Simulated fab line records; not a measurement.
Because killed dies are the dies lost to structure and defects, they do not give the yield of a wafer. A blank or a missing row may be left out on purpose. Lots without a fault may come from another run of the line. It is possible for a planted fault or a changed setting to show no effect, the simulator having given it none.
What tool caused it?    flow gf180mcu    route of 602 steps, sampled at 1 step: 11 lots, 33 wafers

WHAT EACH GAUGE READ, for each wafer
GF_M3_RS_MEAS_05: measures by four-point-probe.
lot   measured      on             M3_ALCU_RS (ohm/sq)
L652  day 20 07:39  film_metro-02  0.0683 0.0688 0.0689
L654  day 20 20:09  film_metro-02  0.0702 0.0695 0.0697
L655  day 21 11:29  film_metro-03  0.0699 0.0705 0.0703
L656  day 21 12:26  film_metro-02  0.0689 0.0689 0.0694
L658  day 22 11:47  film_metro-01  0.0701 0.0697 0.0700
L663  day 24 13:53  film_metro-02  0.0695 0.0691 0.0690
L664  day 25 04:41  film_metro-03  0.0702 0.0702 0.0699
L665  day 25 09:06  film_metro-01  0.0703 0.0699 0.0702
L670  day 26 15:39  film_metro-03  0.0684 0.0683 0.0689
L674  day 27 15:49  film_metro-02  0.0706 0.0709 0.0706
L675  day 27 21:05  film_metro-01  0.0704 0.0702 0.0698

WHAT TOOL EACH LOT RAN ON (gives the tool, then ch and the chambers of the sampled wafers, and finally the start)
The record shows no process step preceding these readings.

THE ANSWER, worked out from the rows above alone
Rule: the usual values come from the lots themselves. Put in order of their means at a reading, lots are off if they are a third of the lots or fewer, leave a main group of 4 or more, and stand apart from it by a gap of 3 or more times the standard deviation of the main group's means; of several such gaps the widest counts. A main group is skipped when, at the precision printed for the reading in the tables above, its means are all equal. A lot without any number at a reading at which 4 lots or more have one is off too. Any other lot the step has rows for is counted as sound.
Across all readings shown, no lot is off: no conclusion can be drawn from this.

WHAT THE SIMULATOR HAD PUT IN
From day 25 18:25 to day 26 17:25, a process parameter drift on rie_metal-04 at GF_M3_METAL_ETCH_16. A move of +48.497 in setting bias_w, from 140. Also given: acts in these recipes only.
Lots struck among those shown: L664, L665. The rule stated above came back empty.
